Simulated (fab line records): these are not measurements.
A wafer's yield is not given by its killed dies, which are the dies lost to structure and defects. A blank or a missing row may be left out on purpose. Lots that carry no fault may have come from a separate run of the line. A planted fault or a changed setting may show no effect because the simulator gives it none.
Problem report, 8D (eight disciplines) form, completed by code ; flow gf180mcu ; the parts of the form that need people (team, actions taken, sign-off) are left out

== 1. THE PROBLEM ==
At GF_V2_CD_MEAS_14, cd-nm averages 268.6 nm over 6 wafers from 2 lots, while fault-free wafers read 259.8 nm, standard deviation 1.3. That puts it +6.7 standard deviations away from the usual mean.
The step: target cd 260 nm.
First observed at day 24 00:01: wafer L547.3, on cd-sem-01. Wafers with a number at this step in the record: 39, from 13 lots. Rule for "out" (also "out of limits"): further than 4 standard deviations from the usual mean. Any other wafer with a number is counted as sound.

== 2. WHAT IT IS, AND WHAT IT ISN'T ==
question;is;is not
which readings at this step;cd-nm;-
which lots;L547, L548;L538, L540, L541, L542, L544, L555, L556, L557, L558, L559, L560
which wafers of those lots;all that have a number;-
read on which gauges;cd-sem-01, cd-sem-02;-
when;from day 24 00:01;"up to then (15 sound wafers); but 18 sound wafers of L555, L556, L557, L558, L559, L560 came after"

== 3. THE SUSPECTS, EACH WITH WHAT RULES IT OUT ==
Counting: a tool at a process step up to the reading stays a suspect if it ran every lot that is out and no sound lot after the first of them.
- the gauge at GF_V2_CD_MEAS_14: ruled out. Those wafers that are out were read across 2 gauges (cd-sem-01, cd-sem-02).
- litho-track-03 at GF_V2_SOFTBAKE_10 (time 60 s): ruled out as a lasting fault. Following L547 (day 23 13:00), the first lot on it that is out, the sound lots L558 were run on it.
Left after counting: nothing in the record.

== 4. THE CAUSE (what the simulator had put in) ==
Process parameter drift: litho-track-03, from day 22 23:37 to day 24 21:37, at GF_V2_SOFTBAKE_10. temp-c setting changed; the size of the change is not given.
Counting ruled it out, wrongly: the rule takes a fault to strike every lot that its tool runs from its start on, and this one did not.

== 5. THE EFFECT CHAIN, in route order ==
Rows list readings where the struck wafers' mean (over those with a number) sits beyond 3 standard deviations from the usual. Only readings for which the record gives a usual standard deviation are gone through. hours: the time from each lot's start at the first step in this table that gives one to its start at this step, as a median over the lots. sigmas: the change in usual standard deviations.
hours;step;reading;usual;on struck wafers;change;sigmas
0;GF_V2_SOFTBAKE_10;heater-power-total-W;93.04 W;95.96;+2.92;+48
0;GF_V2_SOFTBAKE_10;plate-temp-C;129.96 C;133.12;+3.16;+21
11;GF_V2_CD_MEAS_14;cd-nm;259.8 nm;268.6;+8.8;+6.7
199;GF_PASSIVATION_PROBE_99;killed-at-other;0.1;1.0;+0.9;+3.2
Process steps it contains:
- GF_V2_SOFTBAKE_10: time 60 s.
- GF_PASSIVATION_PROBE_99
Later steps that measure or inspect, where all struck wafers having a row at the step show a number for every such reading and not one has moved that far: GF_V2_THK_MEAS_25.

== 6. WHAT WOULD HAVE CAUGHT IT SOONER ==
In this record the first reading out of limits at a measuring or inspecting step was taken at day 24 00:01, 24 hours after the fault began at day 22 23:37.
At GF_V2_SOFTBAKE_10, the tool's own readings (heater-power-total-W, plate-temp-C) were out on each struck wafer the step has a row for, so an alarm limit on them would have fired on the first such wafer.
